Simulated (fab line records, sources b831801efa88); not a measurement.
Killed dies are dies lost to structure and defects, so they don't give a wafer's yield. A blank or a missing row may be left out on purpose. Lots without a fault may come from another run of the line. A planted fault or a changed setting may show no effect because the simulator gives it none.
One fault seen from 2 desks | flow sky130 | each desk has only its own numbers; what lay behind them comes last

THE METROLOGY DESK
What the gauges read, lot by lot, whatever tool the lot ran on: means of the sampled wafers that have a number. A lot is out of limits, marked OUT, if its mean lies more than 4 standard deviations from the usual mean; the brackets give that distance.
Columns: A = METAL4_OVL at SKY_METAL4_OVL_MEAS_14, usual -1 nm
lot  | first seen here | A
L165 | day 43 00:53    | -2
L166 | day 43 14:41    | -7
L167 | day 43 23:28    | -7
L168 | day 44 09:07    | 4
L171 | day 44 22:35    | -3
L174 | day 45 12:13    | 0
L175 | day 45 14:58    | 10
L177 | day 46 09:32    | -9
L178 | day 46 13:30    | 4
L180 | day 46 16:43    | -1
L179 | day 46 17:05    | 1
L183 | day 47 13:58    | 7
L184 | day 47 16:04    | -3
L182 | day 47 20:23    | 8
This desk's finding: nothing out of limits on any of the 14 lots.

THE TOOL OWNER'S DESK: rie_metal-04
The tool's own readings at SKY_METAL4_METAL_ETCH_18 (etches the open film in Cl2/BCl3, stops on SiO2, target depth 845 nm, time 183.1 s): means of the sampled wafers that have a number, for each lot that ran on this tool. A lot is out of limits, marked OUT, if its mean lies more than 4 standard deviations from the usual mean; the brackets give that distance.
Columns: A = drypump_motor_current_A at SKY_METAL4_METAL_ETCH_18, usual 6.0 A; B = oes_product_au at SKY_METAL4_METAL_ETCH_18, usual 0.866 a.u.; C = throttle_valve_pct at SKY_METAL4_METAL_ETCH_18, usual 22.265 %
lot  | first seen here | A   | B     | C
L167 | day 43 23:39    | 5.4 | 0.862 | 22.272
L168 | day 44 09:18    | 5.8 | 0.872 | 22.266
L178 | day 46 13:44    | 5.7 | 0.865 | 22.270
L183 | day 47 14:09    | 5.6 | 0.867 | 22.259
This desk's finding: nothing out of limits on any of the 4 lots.

PUT TOGETHER
The metrology desk saw nothing out of limits.
The tool owner's desk saw nothing out of limits.

WHAT THE SIMULATOR HAD PUT IN
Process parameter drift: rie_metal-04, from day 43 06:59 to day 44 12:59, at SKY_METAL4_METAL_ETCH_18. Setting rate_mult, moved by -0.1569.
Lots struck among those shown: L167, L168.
